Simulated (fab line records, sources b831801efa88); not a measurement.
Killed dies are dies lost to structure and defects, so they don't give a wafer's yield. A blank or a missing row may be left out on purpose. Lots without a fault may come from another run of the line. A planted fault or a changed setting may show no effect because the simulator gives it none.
fab line records | flow gf180mcu
record lots=5 wafers=15 last_day=34
route steps=602 shown VT_IMPLANT@109 MVSD@136 NWELL@137 LVPWELL@138 MVPSD@139 DUAL_GATE@141
lots that met no fault: from a run of the same line without faults
start_h: hours from the record's first day to the start of the lot's first wafer shown | wait_h: hours since the lot's step before | " the same as in the row above | L1.1+2: a row that stands for several wafers | - no value, or no start given | * or withheld: withheld | < > ~ a bound
route shown NAME@n: a module of which the file shows steps, and the number in the route of the first | usual: mean/standard deviation of fault-free wafers | same: alike in all rows | chamber/n: place in a boat | sites: the reading at each site | _std_site: their standard deviation | _edge_site: outer sites' mean less inner sites' | radius_mm: how far each site lies from the wafer's centre | mask NAME#n: copy n | behind: the tool/chamber that last shaped the wafer | hold: why the lot was held/for how many hours/how that ended | device: the transistor (n, p or np) that didn't switch | end of line: the same wafers' tests at the end of the route | a step without rows: its recipe alone | killed: dies lost to structure and defects at the first sort, not the wafer's yield | map: a wafer's dies, x killed, . not, _ none there
set.NAME: the setting as run; set.NAME@STEP: as run at that earlier step | model.NAME: the simulator's own value behind a step, which no gauge read
lots at some steps of the route; a table a step, a row a wafer
services: from which hour (start_h, from the record's first day; less than 0 if before it) a tool's chamber was out of use, for how many hours, and why
## steps
# step GF_VT_IMPLANT_IMPLANT_19
# recipe species=As energy_kev=100 dose_cm2=4.35e+12 tilt_deg=7
# same implant_ion_amu=75
# columns lot.wafer tool chamber start_h wait_h
L084.4+5+6 implanter-02 0 189.68 0.1
L090.2+5+6 implanter-04 0 225.22 0.0
L092.1+2+4 implanter-04 0 237.39 0.0
L096.3+5+6 implanter-02 0 263.59 0.1
L097.1+2+4 implanter-03 0 267.01 0.0
# step GF_VT_IMPLANT_STRIP_20
# recipe chemistry=O2/N2 power_w=1400 pressure_mtorr=1500 platen_temp_c=250 o2_flow_sccm=3000 n2_flow_sccm=300 overash_fraction=0.5
# usual drypump_motor_current_A=5.79/0.29 heater_power_w=319/33 oes_product_au=0.716/0.0044 platen_temp_c=250.02/0.18 strip_time_to_endpoint_s=12.63/0.034
# columns lot.wafer tool chamber start_h wait_h drypump_motor_current_A heater_power_w oes_product_au platen_temp_c rf_hours_counter_h strip_time_to_endpoint_s
L084.4 plasma_asher-04 0 189.79 0.1 5.96 341 0.713 249.78 - 12.60
L084.5 " 1 " " 5.86 355 0.715 250.20 - 12.61
L084.6 " 0 " " 5.96 350 0.715 250.08 - 12.59
L090.2 plasma_asher-02 0 225.34 0.1 5.81 358 0.721 249.48 56 12.64
L090.5 " 1 " " 5.71 328 0.713 250.09 - 12.65
L090.6 " 0 " " 5.81 354 0.716 249.85 - 12.66
L092.1 plasma_asher-02 0 237.54 0.1 5.80 355 0.714 250.20 58 12.64
L092.2 " 1 " " 5.69 329 0.711 250.01 58 12.58
L092.4 " 1 " " 5.70 324 0.723 249.98 - 12.58
L096.3 plasma_asher-02 1 263.73 0.1 5.71 315 0.721 249.97 - 12.59
L096.5 " 0 " " 5.80 348 0.712 250.04 - 12.61
L096.6 " 1 " " 5.71 325 0.715 250.14 - 12.59
L097.1 plasma_asher-02 0 267.16 0.1 5.80 355 0.719 250.28 61 12.66
L097.2 " 1 " " 5.72 321 0.715 249.89 61 12.65
L097.4 " 1 " " 5.73 327 0.720 250.05 - 12.66
# step GF_VT_IMPLANT_TW_MEAS_21
# usual VT_IMPLANT_2_TW=1207/7.8
# columns lot.wafer tool chamber start_h wait_h VT_IMPLANT_2_TW
L084.4 film_metro-03 - 189.89 0.1 1211
L084.5 " - " " 1211
L084.6 " - " " 1218
L090.2 film_metro-02 - 225.45 0.1 1188
L090.5 " - " " 1186
L090.6 " - " " 1188
L092.1 film_metro-01 - 237.64 0.1 1207
L092.2 " - " " 1213
L092.4 " - " " 1205
L096.3 film_metro-03 - 263.81 0.1 1203
L096.5 " - " " 1208
L096.6 " - " " 1209
L097.1 film_metro-03 - 267.26 0.1 1204
L097.2 " - " " 1211
L097.4 " - " " 1217
# step GF_VT_IMPLANT_DEHYDRATE_22
# recipe temp_c=200 time_s=60
# usual heater_power_total_W=160.38/0.13 plate_temp_C=199.97/0.15
# columns lot.wafer tool chamber start_h wait_h heater_power_total_W plate_temp_C
L084.4 litho_track-04 0 196.38 6.5 160.27 199.95
L084.5 " 0 " " 160.58 199.96
L084.6 " 0 " " 160.49 200.08
L090.2 litho_track-01 0 233.65 8.2 160.41 200.10
L090.5 " 0 " " 160.40 199.96
L090.6 " 0 " " 160.39 199.91
L092.1 litho_track-01 0 247.17 9.5 160.22 199.69
L092.2 " 0 " " 160.21 199.81
L092.4 " 0 " " 160.23 199.61
L096.3 litho_track-04 0 273.06 9.2 160.24 200.22
L096.5 " 0 " " 160.19 200.21
L096.6 " 0 " " 160.41 200.12
L097.1 litho_track-04 0 275.81 8.5 160.49 199.93
L097.2 " 0 " " 160.44 199.94
L097.4 " 0 " " 160.62 200.22
# step GF_VT_IMPLANT_HMDS_23
# recipe prime_time_s=60 prime_temp_c=120
# columns lot.wafer tool chamber start_h wait_h
L084.4+5+6 litho_track-04 0 196.53 0.1
L090.2+5+6 litho_track-01 0 233.80 0.1
L092.1+2+4 litho_track-01 0 247.32 0.1
L096.3+5+6 litho_track-04 0 273.21 0.1
L097.1+2+4 litho_track-04 0 275.96 0.1
# step GF_VT_IMPLANT_COAT_24
# recipe resist=NOVOLAK spin_rpm=3000 resist_thk_nm=1000
# columns lot.wafer tool chamber start_h wait_h
L084.4+5+6 litho_track-04 0 196.68 0.1
L090.2+5+6 litho_track-01 0 233.95 0.1
L092.1+2+4 litho_track-01 0 247.47 0.1
L096.3+5+6 litho_track-04 0 273.36 0.1
L097.1+2+4 litho_track-04 0 276.11 0.1
# step GF_VT_IMPLANT_SOFTBAKE_25
# recipe temp_c=90 time_s=60 resist=NOVOLAK
# usual heater_power_total_W=56.60/0.046 plate_temp_C=90.00/0.13
# columns lot.wafer tool chamber start_h wait_h heater_power_total_W plate_temp_C
L084.4 litho_track-04 0 196.83 0.1 56.53 89.88
L084.5 " 0 " " 56.59 89.79
L084.6 " 0 " " 56.56 89.90
L090.2 litho_track-01 0 234.10 0.1 56.57 89.93
L090.5 " 0 " " 56.58 89.88
L090.6 " 0 " " 56.60 90.03
L092.1 litho_track-01 0 247.62 0.1 56.58 89.81
L092.2 " 0 " " 56.59 89.88
L092.4 " 0 " " 56.62 89.87
L096.3 litho_track-04 0 273.51 0.1 56.63 90.05
L096.5 " 0 " " 56.59 89.92
L096.6 " 0 " " 56.58 89.92
L097.1 litho_track-04 0 276.26 0.1 56.59 90.05
L097.2 " 0 " " 56.70 90.05
L097.4 " 0 " " 56.62 90.02
# step GF_VT_IMPLANT_EXPOSE_26
# recipe mask_id=LVPWELL_HV_AREA target_cd_nm=860 na=0.6 source_shape=conventional sigma_outer=0.6 dose_mj=140
# usual stage_vel_mm_s=499.99/0.22
# columns lot.wafer tool chamber start_h wait_h mask stage_vel_mm_s
L084.4 iline_stepper-01 0 - - LVPWELL_HV_AREA#0 499.96
L084.5 " 0 " " LVPWELL_HV_AREA#0 499.60
L084.6 " 0 " " LVPWELL_HV_AREA#0 500.08
L090.2 iline_stepper-02 0 - - LVPWELL_HV_AREA#0 500.21
L090.5 " 0 " " LVPWELL_HV_AREA#0 500.00
L090.6 " 0 " " LVPWELL_HV_AREA#0 499.64
L092.1 iline_stepper-01 0 - - LVPWELL_HV_AREA#0 499.97
L092.2 " 0 " " LVPWELL_HV_AREA#0 500.03
L092.4 " 0 " " LVPWELL_HV_AREA#0 500.09
L096.3 iline_stepper-02 0 - - LVPWELL_HV_AREA#0 499.77
L096.5 " 0 " " LVPWELL_HV_AREA#0 500.25
L096.6 " 0 " " LVPWELL_HV_AREA#0 499.64
L097.1 iline_stepper-01 0 - - LVPWELL_HV_AREA#0 500.16
L097.2 " 0 " " LVPWELL_HV_AREA#0 500.22
L097.4 " 0 " " LVPWELL_HV_AREA#0 500.06
# step GF_VT_IMPLANT_PEB_27
# recipe temp_c=withheld time_s=* resist=NOVOLAK
# columns lot.wafer tool chamber start_h wait_h
L084.4+5+6 litho_track-03 0 - -
L090.2+5+6 litho_track-01 0 - -
L092.1+2+4 litho_track-04 0 - -
L096.3+5+6 litho_track-04 0 - -
L097.1+2+4 litho_track-01 0 - -
# step GF_VT_IMPLANT_DEVELOP_28
# recipe develop_time_s=60 dev_temp_c=23
# same develop_time_s=60
# columns lot.wafer tool chamber start_h wait_h
L084.4+5+6 litho_track-03 0 205.73 0.1
L090.2+5+6 litho_track-01 0 243.20 0.1
L092.1+2+4 litho_track-04 0 256.21 0.1
L096.3+5+6 litho_track-04 0 283.21 0.1
L097.1+2+4 litho_track-01 0 286.57 0.1
# step GF_VT_IMPLANT_OVL_MEAS_29
# usual VT_IMPLANT_02_OVL=-1.4/1.3
# columns lot.wafer tool chamber start_h wait_h VT_IMPLANT_02_OVL[nm]
L084.4 overlay-01 - 205.82 0.1 -1.4
L084.5 " - " " -2.2
L084.6 " - " " -0.9
L090.2 overlay-02 - 243.33 0.1 1.3
L090.5 " - " " -2.8
L090.6 " - " " -0.7
L092.1 overlay-02 - 256.36 0.1 -1.9
L092.2 " - " " -2.7
L092.4 " - " " 1.0
L096.3 overlay-01 - 283.32 0.1 -1.2
L096.5 " - " " -2.0
L096.6 " - " " -1.3
L097.1 overlay-02 - 286.72 0.1 -1.4
L097.2 " - " " -0.3
L097.4 " - " " -2.3
# step GF_VT_IMPLANT_IMPLANT_30
# recipe species=B energy_kev=25 dose_cm2=2.534e+12 tilt_deg=7
# same implant_ion_amu=11
# columns lot.wafer tool chamber start_h wait_h
L084.4+5+6 implanter-02 0 205.92 0.1
L090.2+5+6 implanter-04 0 243.38 0.0
L092.1+2+4 implanter-04 0 256.39 0.0
L096.3+5+6 implanter-03 0 283.39 0.1
L097.1+2+4 implanter-04 0 286.76 0.0
# step GF_VT_IMPLANT_STRIP_31
# recipe chemistry=O2/N2 power_w=1400 pressure_mtorr=1500 platen_temp_c=250 o2_flow_sccm=3000 n2_flow_sccm=300 overash_fraction=0.5
# usual drypump_motor_current_A=5.82/0.28 heater_power_w=323/32 oes_product_au=0.716/0.0042 platen_temp_c=249.99/0.2 strip_time_to_endpoint_s=12.61/0.043
# columns lot.wafer tool chamber start_h wait_h drypump_motor_current_A heater_power_w oes_product_au platen_temp_c rf_hours_counter_h strip_time_to_endpoint_s
L084.4 plasma_asher-03 1 206.02 0.1 5.25 289 0.717 250.12 - 12.69
L084.5 " 1 " " 5.26 285 0.710 249.88 - 12.70
L084.6 " 0 " " 6.23 276 0.721 250.29 - 12.71
L090.2 plasma_asher-03 1 243.51 0.1 5.24 286 0.721 249.97 58 12.59
L090.5 " 0 " " 6.21 261 0.715 250.17 - 12.61
L090.6 " 1 " " 5.26 276 0.720 249.99 - 12.61
L092.1 plasma_asher-04 1 256.54 0.1 5.87 342 0.713 250.02 15 12.57
L092.2 " 0 " " 5.95 337 0.726 249.74 15 12.61
L092.4 " 1 " " 5.87 349 0.709 249.85 - 12.58
L096.3 plasma_asher-04 1 283.53 0.1 5.86 338 0.709 249.87 - 12.66
L096.5 " 0 " " 5.92 345 0.714 250.01 - 12.60
L096.6 " 1 " " 5.87 354 0.709 249.66 - 12.63
L097.1 plasma_asher-04 1 286.91 0.1 5.87 349 0.717 249.92 18 12.65
L097.2 " 0 " " 5.96 346 0.719 249.71 18 12.59
L097.4 " 0 " " 5.95 340 0.716 249.82 - 12.63
# step GF_VT_IMPLANT_TW_MEAS_32
# usual VT_IMPLANT_3_TW=266.3/1.9
# columns lot.wafer tool chamber start_h wait_h VT_IMPLANT_3_TW
L084.4 film_metro-03 - 206.12 0.1 267.0
L084.5 " - " " 267.3
L084.6 " - " " 268.2
L090.2 film_metro-03 - 243.62 0.1 267.8
L090.5 " - " " 268.6
L090.6 " - " " 267.2
L092.1 film_metro-01 - 256.68 0.1 268.0
L092.2 " - " " 266.2
L092.4 " - " " 267.2
L096.3 film_metro-02 - 283.61 0.1 264.9
L096.5 " - " " 264.6
L096.6 " - " " 265.0
L097.1 film_metro-02 - 287.01 0.1 265.3
L097.2 " - " " 264.7
L097.4 " - " " 265.7
# step GF_VT_IMPLANT_DEHYDRATE_33
# recipe temp_c=200 time_s=60
# usual heater_power_total_W=160.36/0.12 plate_temp_C=200.00/0.14
# columns lot.wafer tool chamber start_h wait_h heater_power_total_W plate_temp_C
L084.4 litho_track-04 0 213.88 7.8 160.38 200.02
L084.5 " 0 " " 160.31 199.79
L084.6 " 0 " " 160.33 199.91
L090.2 litho_track-04 0 252.38 8.8 160.60 200.04
L090.5 " 0 " " 160.36 200.25
L090.6 " 0 " " 160.23 200.02
L092.1 litho_track-03 0 265.95 9.3 160.52 200.22
L092.2 " 0 " " 160.34 199.90
L092.4 " 0 " " 160.26 200.03
L096.3 litho_track-03 0 293.50 9.9 160.23 199.90
L096.5 " 0 " " 160.33 200.16
L096.6 " 0 " " 160.24 199.98
L097.1 litho_track-01 0 296.32 9.3 160.46 199.58
L097.2 " 0 " " 160.52 199.93
L097.4 " 0 " " 160.41 200.02
# step GF_VT_IMPLANT_HMDS_34
# recipe prime_time_s=60 prime_temp_c=120
# columns lot.wafer tool chamber start_h wait_h
L084.4+5+6 litho_track-04 0 214.03 0.1
L090.2+5+6 litho_track-04 0 252.53 0.1
L092.1+2+4 litho_track-03 0 266.10 0.1
L096.3+5+6 litho_track-03 0 293.65 0.1
L097.1+2+4 litho_track-01 0 296.47 0.1
# step GF_VT_IMPLANT_COAT_35
# recipe resist=NOVOLAK spin_rpm=3000 resist_thk_nm=1000
# columns lot.wafer tool chamber start_h wait_h
L084.4+5+6 litho_track-04 0 214.18 0.1
L090.2+5+6 litho_track-04 0 252.68 0.1
L092.1+2+4 litho_track-03 0 266.25 0.1
L096.3+5+6 litho_track-03 0 293.80 0.1
L097.1+2+4 litho_track-01 0 296.62 0.1
# step GF_VT_IMPLANT_SOFTBAKE_36
# recipe temp_c=90 time_s=60 resist=NOVOLAK
# usual heater_power_total_W=56.60/0.044 plate_temp_C=89.98/0.14
# columns lot.wafer tool chamber start_h wait_h heater_power_total_W plate_temp_C
L084.4 litho_track-04 0 214.33 0.1 56.53 89.91
L084.5 " 0 " " 56.60 89.94
L084.6 " 0 " " 56.64 89.91
L090.2 litho_track-04 0 252.83 0.1 56.59 89.81
L090.5 " 0 " " 56.62 89.69
L090.6 " 0 " " 56.63 89.91
L092.1 litho_track-03 0 266.40 0.1 56.57 90.10
L092.2 " 0 " " 56.59 90.15
L092.4 " 0 " " 56.55 90.15
L096.3 litho_track-03 0 293.95 0.1 56.62 89.97
L096.5 " 0 " " 56.61 90.04
L096.6 " 0 " " 56.55 90.01
L097.1 litho_track-01 0 296.77 0.1 56.59 90.03
L097.2 " 0 " " 56.57 89.93
L097.4 " 0 " " 56.60 89.84
# step GF_VT_IMPLANT_EXPOSE_37
# recipe mask_id=Nwell_HV_AREA target_cd_nm=860 na=0.6 source_shape=conventional sigma_outer=0.6 dose_mj=140
# usual stage_vel_mm_s=499.99/0.24
# columns lot.wafer tool chamber start_h wait_h mask stage_vel_mm_s
L084.4 iline_stepper-01 0 - - Nwell_HV_AREA#0 500.00
L084.5 " 0 " " Nwell_HV_AREA#0 499.70
L084.6 " 0 " " Nwell_HV_AREA#0 499.81
L090.2 iline_stepper-01 0 - - Nwell_HV_AREA#0 500.08
L090.5 " 0 " " Nwell_HV_AREA#0 499.79
L090.6 " 0 " " Nwell_HV_AREA#0 500.13
L092.1 iline_stepper-02 0 - - Nwell_HV_AREA#0 500.04
L092.2 " 0 " " Nwell_HV_AREA#0 500.33
L092.4 " 0 " " Nwell_HV_AREA#0 499.99
L096.3 iline_stepper-01 0 - - Nwell_HV_AREA#0 500.43
L096.5 " 0 " " Nwell_HV_AREA#0 500.18
L096.6 " 0 " " Nwell_HV_AREA#0 500.19
L097.1 iline_stepper-01 0 - - Nwell_HV_AREA#0 500.16
L097.2 " 0 " " Nwell_HV_AREA#0 500.30
L097.4 " 0 " " Nwell_HV_AREA#0 500.09
# step GF_VT_IMPLANT_PEB_38
# recipe temp_c=withheld time_s=* resist=NOVOLAK
# columns lot.wafer tool chamber start_h wait_h
L084.4+5+6 litho_track-03 0 - -
L090.2+5+6 litho_track-01 0 - -
L092.1+2+4 litho_track-04 0 - -
L096.3+5+6 litho_track-01 0 - -
L097.1+2+4 litho_track-03 0 - -
# step GF_VT_IMPLANT_DEVELOP_39
# recipe develop_time_s=60 dev_temp_c=23
# same develop_time_s=60
# columns lot.wafer tool chamber start_h wait_h
L084.4+5+6 litho_track-03 0 223.63 0.1
L090.2+5+6 litho_track-01 0 262.95 0.1
L092.1+2+4 litho_track-04 0 275.66 0.1
L096.3+5+6 litho_track-01 0 303.72 0.1
L097.1+2+4 litho_track-03 0 306.50 0.1
# step GF_VT_IMPLANT_OVL_MEAS_40
# usual VT_IMPLANT_03_OVL=-0.2/1.1
# columns lot.wafer tool chamber start_h wait_h VT_IMPLANT_03_OVL[nm]
L084.4 overlay-02 - 223.72 0.1 -1.7
L084.5 " - " " -1.1
L084.6 " - " " -0.3
L090.2 overlay-02 - 263.08 0.1 0.2
L090.5 " - " " -2.0
L090.6 " - " " -1.3
L092.1 overlay-02 - 275.81 0.1 -3.3
L092.2 " - " " -1.4
L092.4 " - " " 1.1
L096.3 overlay-01 - 303.83 0.1 -0.2
L096.5 " - " " 1.5
L096.6 " - " " -0.4
L097.1 overlay-01 - 306.65 0.1 0.8
L097.2 " - " " 0.2
L097.4 " - " " 1.3
# step GF_VT_IMPLANT_IMPLANT_41
# recipe species=As energy_kev=70 dose_cm2=1.013e+12 tilt_deg=7
# same implant_ion_amu=75
# columns lot.wafer tool chamber start_h wait_h
L084.4+5+6 implanter-03 0 223.82 0.1
L090.2+5+6 implanter-03 0 263.13 0.0
L092.1+2+4 implanter-04 0 275.84 0.0
L096.3+5+6 implanter-03 0 303.91 0.1
L097.1+2+4 implanter-02 0 306.69 0.0
# step GF_VT_IMPLANT_STRIP_42
# recipe chemistry=O2/N2 power_w=1400 pressure_mtorr=1500 platen_temp_c=250 o2_flow_sccm=3000 n2_flow_sccm=300 overash_fraction=0.5
# usual drypump_motor_current_A=5.8/0.31 heater_power_w=317/33 oes_product_au=0.716/0.0041 platen_temp_c=250.02/0.18 strip_time_to_endpoint_s=12.61/0.033
# columns lot.wafer tool chamber start_h wait_h drypump_motor_current_A heater_power_w oes_product_au platen_temp_c rf_hours_counter_h strip_time_to_endpoint_s
L084.4 plasma_asher-02 0 223.92 0.1 5.8 353 0.712 249.67 - 12.67
L084.5 " 0 " " 5.8 338 0.716 249.67 - 12.69
L084.6 " 1 " " 5.7 320 0.713 249.90 - 12.65
L090.2 plasma_asher-04 1 263.26 0.1 5.9 356 0.715 250.09 16 12.58
L090.5 " 0 " " 6.0 345 0.725 250.12 - 12.57
L090.6 " 1 " " 5.9 345 0.715 250.04 - 12.56
L092.1 plasma_asher-03 1 275.99 0.1 5.3 285 0.720 249.97 62 12.65
L092.2 " 0 " " 6.2 274 0.718 250.14 62 12.60
L092.4 " 0 " " 6.2 268 0.722 249.99 - 12.63
L096.3 plasma_asher-03 0 304.04 0.1 6.2 267 0.718 249.63 - 12.59
L096.5 " 1 " " 5.3 279 0.707 249.64 - 12.58
L096.6 " 0 " " 6.2 262 0.714 250.21 - 12.61
L097.1 plasma_asher-02 0 306.84 0.1 5.8 353 0.722 250.15 65 12.60
L097.2 " 1 " " 5.7 324 0.719 249.97 65 12.64
L097.4 " 0 " " 5.8 355 0.711 250.18 - 12.61
# step GF_VT_IMPLANT_TW_MEAS_43
# usual VT_IMPLANT_4_TW=685/4.4
# columns lot.wafer tool chamber start_h wait_h VT_IMPLANT_4_TW
L084.4 film_metro-03 - 224.02 0.1 688
L084.5 " - " " 686
L084.6 " - " " 690
L090.2 film_metro-01 - 263.37 0.1 687
L090.5 " - " " 687
L090.6 " - " " 684
L092.1 film_metro-02 - 276.09 0.1 683
L092.2 " - " " 682
L092.4 " - " " 682
L096.3 film_metro-03 - 304.13 0.1 687
L096.5 " - " " 683
L096.6 " - " " 683
L097.1 film_metro-03 - 306.94 0.1 683
L097.2 " - " " 684
L097.4 " - " " 685
# step GF_VT_IMPLANT_CLEAN_44
# recipe chemistry=SC1/SC2 mix=1:4:20 temp_c=70 time_s=150 dry=n2_spin
# usual bath_heat_duty_pct=13.3/1
# columns lot.wafer tool chamber start_h wait_h bath_heat_duty_pct
L084.4 wet_bench-04 2 224.05 0.0 13.7
L084.5 " 2 " " 13.2
L084.6 " 2 " " 12.4
L090.2 wet_bench-02 0 263.42 0.0 12.0
L090.5 " 0 " " 12.4
L090.6 " 0 " " 11.5
L092.1 wet_bench-04 1 276.15 0.1 13.4
L092.2 " 1 " " 13.9
L092.4 " 1 " " 13.7
L096.3 wet_bench-03 1 304.17 0.0 13.6
L096.5 " 1 " " 12.9
L096.6 " 1 " " 12.7
L097.1 wet_bench-02 3 307.00 0.1 14.2
L097.2 " 3 " " 15.1
L097.4 " 3 " " 14.1
# step GF_VT_IMPLANT_RTA_45
# recipe temp_c=1050 time_s=30 ambient=N2
# usual lamp_power_pct=34.5/1.5 wafer_temp_C_max=1055.4/2.2
# columns lot.wafer tool chamber start_h wait_h lamp_power_pct wafer_temp_C_max
L084.4 rtp_anneal-01 0 224.15 0.1 33.1 1058.5
L084.5 " 0 " " 33.1 1054.8
L084.6 " 0 " " 33.1 1055.5
L090.2 rtp_anneal-01 0 263.48 0.0 33.1 1056.8
L090.5 " 0 " " 33.1 1055.7
L090.6 " 0 " " 33.1 1056.7
L092.1 rtp_anneal-02 0 276.21 0.0 36.1 1054.3
L092.2 " 0 " " 36.2 1053.6
L092.4 " 0 " " 36.2 1052.4
L096.3 rtp_anneal-01 0 304.25 0.0 33.1 1057.3
L096.5 " 0 " " 33.0 1056.7
L096.6 " 0 " " 33.1 1058.3
L097.1 rtp_anneal-02 0 307.10 0.0 36.3 1053.2
L097.2 " 0 " " 36.1 1053.3
L097.4 " 0 " " 36.2 1054.0
# step GF_VT_IMPLANT_RS_MEAS_46
# recipe thk_meas_gauge=four-point-probe
# usual MVSD_RS=457.1/1.1
# columns lot.wafer tool chamber start_h wait_h MVSD_RS[ohm/sq]
L084.4 film_metro-01 - 224.26 0.1 458.5
L084.5 " - " " 458.9
L084.6 " - " " 456.8
L090.2 film_metro-02 - 263.59 0.1 456.5
L090.5 " - " " 455.9
L090.6 " - " " 457.2
L092.1 film_metro-04 - 276.31 0.1 457.1
L092.2 " - " " 456.3
L092.4 " - " " 456.5
L096.3 film_metro-02 - 304.36 0.1 458.5
L096.5 " - " " 458.6
L096.6 " - " " 458.5
L097.1 film_metro-02 - 307.20 0.1 455.8
L097.2 " - " " 455.7
L097.4 " - " " 456.9
# step GF_VT_IMPLANT_RS_MEAS_47
# recipe thk_meas_gauge=four-point-probe
# usual NWELL_RS=488.1/1.2
# columns lot.wafer tool chamber start_h wait_h NWELL_RS[ohm/sq]
L084.4 film_metro-01 - 224.38 0.1 489.6
L084.5 " - " " 489.5
L084.6 " - " " 489.9
L090.2 film_metro-02 - 263.71 0.1 487.3
L090.5 " - " " 489.5
L090.6 " - " " 488.1
L092.1 film_metro-04 - 276.43 0.1 487.2
L092.2 " - " " 485.2
L092.4 " - " " 486.9
L096.3 film_metro-02 - 304.48 0.1 487.6
L096.5 " - " " 488.1
L096.6 " - " " 487.6
L097.1 film_metro-02 - 307.32 0.1 487.1
L097.2 " - " " 489.2
L097.4 " - " " 488.7
# step GF_VT_IMPLANT_RS_MEAS_48
# recipe thk_meas_gauge=four-point-probe
# usual LVPWELL_RS=1196.7/2.9
# columns lot.wafer tool chamber start_h wait_h LVPWELL_RS[ohm/sq]
L084.4 film_metro-01 - 224.50 0.1 1197.2
L084.5 " - " " 1198.5
L084.6 " - " " 1196.9
L090.2 film_metro-02 - 263.83 0.1 1195.9
L090.5 " - " " 1193.8
L090.6 " - " " 1197.9
L092.1 film_metro-04 - 276.55 0.1 1198.3
L092.2 " - " " 1202.1
L092.4 " - " " 1196.9
L096.3 film_metro-02 - 304.60 0.1 1198.1
L096.5 " - " " 1199.6
L096.6 " - " " 1198.5
L097.1 film_metro-02 - 307.44 0.1 1199.6
L097.2 " - " " 1198.5
L097.4 " - " " 1198.6
# step GF_VT_IMPLANT_RS_MEAS_49
# recipe thk_meas_gauge=four-point-probe
# usual MVPSD_RS=1169/3.6
# columns lot.wafer tool chamber start_h wait_h MVPSD_RS[ohm/sq]
L084.4 film_metro-01 - 224.62 0.1 1171
L084.5 " - " " 1169
L084.6 " - " " 1170
L090.2 film_metro-02 - 263.95 0.1 1167
L090.5 " - " " 1166
L090.6 " - " " 1167
L092.1 film_metro-04 - 276.67 0.1 1172
L092.2 " - " " 1175
L092.4 " - " " 1170
L096.3 film_metro-02 - 304.72 0.1 1169
L096.5 " - " " 1171
L096.6 " - " " 1169
L097.1 film_metro-02 - 307.56 0.1 1172
L097.2 " - " " 1168
L097.4 " - " " 1167
# step GF_VT_IMPLANT_WET_ETCH_50
# recipe chemistry=dHF target_depth_nm=20 target=SiO2 temp_c=25 dilution=100:1 time_s=400
# usual bath_heat_duty_pct=6.3/0.65
# columns lot.wafer tool chamber start_h wait_h bath_heat_duty_pct
L084.4 wet_bench-02 2 224.68 0.0 5.8
L084.5 " 2 " " 6.3
L084.6 " 2 " " 7.2
L090.2 wet_bench-04 2 264.05 0.1 5.7
L090.5 " 2 " " 6.1
L090.6 " 2 " " 5.6
L092.1 wet_bench-02 0 276.79 0.1 5.6
L092.2 " 0 " " 5.4
L092.4 " 0 " " 5.0
L096.3 wet_bench-02 2 304.80 0.1 5.9
L096.5 " 2 " " 6.2
L096.6 " 2 " " 6.9
L097.1 wet_bench-03 2 307.68 0.1 7.5
L097.2 " 2 " " 6.1
L097.4 " 2 " " 6.1
# step GF_DUAL_GATE_CLEAN_00
# recipe chemistry=SC1/SC2 mix=1:4:20 temp_c=70 time_s=150
# usual bath_heat_duty_pct=13.6/1.1
# columns lot.wafer tool chamber start_h wait_h bath_heat_duty_pct
L084.4 wet_bench-03 3 224.80 0.0 13.0
L084.5 " 3 " " 12.4
L084.6 " 3 " " 11.5
L090.2 wet_bench-04 0 264.17 0.0 12.7
L090.5 " 0 " " 13.4
L090.6 " 0 " " 12.6
L092.1 wet_bench-03 3 276.92 0.0 12.2
L092.2 " 3 " " 11.7
L092.4 " 3 " " 12.7
L096.3 wet_bench-04 2 305.03 0.0 13.0
L096.5 " 2 " " 12.6
L096.6 " 2 " " 12.5
L097.1 wet_bench-04 0 307.80 0.0 14.2
L097.2 " 0 " " 14.5
L097.4 " 0 " " 14.1
# step GF_DUAL_GATE_CLEAN_01
# recipe chemistry=dHF time_s=20 dilution=100:1 dry=ipa_marangoni
# columns lot.wafer tool chamber start_h wait_h
L084.4+5+6 wet_bench-04 2 224.85 0.0
L090.2+5+6 wet_bench-02 1 264.22 0.0
L092.1+2+4 wet_bench-02 0 276.97 0.0
L096.3+5+6 wet_bench-03 2 305.08 0.0
L097.1+2+4 wet_bench-02 0 307.85 0.0
# step GF_DUAL_GATE_OXIDATION_02
# recipe temp_c=900 ambient=O2 stabilise_s=600 purge_s=300 target_thk_a=108.87 ox_time_s=1602
# usual tube_center_temp_C_max=902.3/0.41 zone_power_top_pct=33.6/1.6
# columns lot.wafer tool chamber start_h wait_h tube_center_temp_C_max zone_power_top_pct
L084.4 furnace-01 0 224.87 0.0 901.8 32.3
L084.5 " 0 " " 902.5 32.5
L084.6 " 0 " " 902.2 31.9
L090.2 furnace-02 0 264.23 0.0 902.1 35.2
L090.5 " 0 " " 902.1 35.0
L090.6 " 0 " " 902.2 35.3
L092.1 furnace-01 0 276.99 0.0 902.2 32.0
L092.2 " 0 " " 902.8 31.8
L092.4 " 0 " " 902.3 32.1
L096.3 furnace-02 0 305.10 0.0 902.0 34.9
L096.5 " 0 " " 902.4 35.0
L096.6 " 0 " " 902.1 34.9
L097.1 furnace-02 0 308.11 0.2 902.1 34.7
L097.2 " 0 " " 901.9 35.3
L097.4 " 0 " " 901.8 35.4
# step GF_DUAL_GATE_THK_MEAS_03
# recipe reads=SiO2_of_DUAL_GATE_OXIDATION_02
# usual DUAL_GATE_OXIDATION_00_THK=10.97/0.19
# columns lot.wafer tool chamber start_h wait_h DUAL_GATE_OXIDATION_00_THK[nm]
L084.4 film_metro-03 - 226.34 0.0 10.68
L084.5 " - " " 10.76
L084.6 " - " " 10.71
L090.2 film_metro-03 - 265.68 0.0 11.17
L090.5 " - " " 11.04
L090.6 " - " " 11.12
L092.1 film_metro-03 - 278.43 0.0 10.79
L092.2 " - " " 10.81
L092.4 " - " " 10.67
L096.3 film_metro-03 - 306.56 0.0 11.06
L096.5 " - " " 11.20
L096.6 " - " " 11.19
L097.1 film_metro-01 - 309.55 0.0 11.26
L097.2 " - " " 11.35
L097.4 " - " " 11.13
## services
# columns tool chamber start_h hours kind
plasma_asher-03 - 172.15 2.2 repair
implanter-03 - 172.40 3.8 repair
iline_stepper-01 - 174.56 2.1 pm
iline_stepper-02 0 176.53 - calibration
iline_stepper-01 - 176.64 - consumable_replace:lamp
plasma_asher-03 - 179.50 14.6 pm
wet_bench-02 - 180.86 38.1 pm
furnace-01 - 187.22 2.8 pm
plasma_asher-02 - 188.59 14.6 pm
rtp_anneal-01 - 189.86 6.7 pm
implanter-04 - 194.51 3.5 pm
implanter-02 - 212.82 1.6 repair
implanter-02 - 236.28 3.2 repair
furnace-02 - 245.47 3.4 pm
litho_track-04 - 253.17 - consumable_replace:filter
iline_stepper-01 - 254.07 1.7 pm
iline_stepper-02 - 270.53 1.7 pm
implanter-03 - 304.01 5.1 pm
## key
fault none
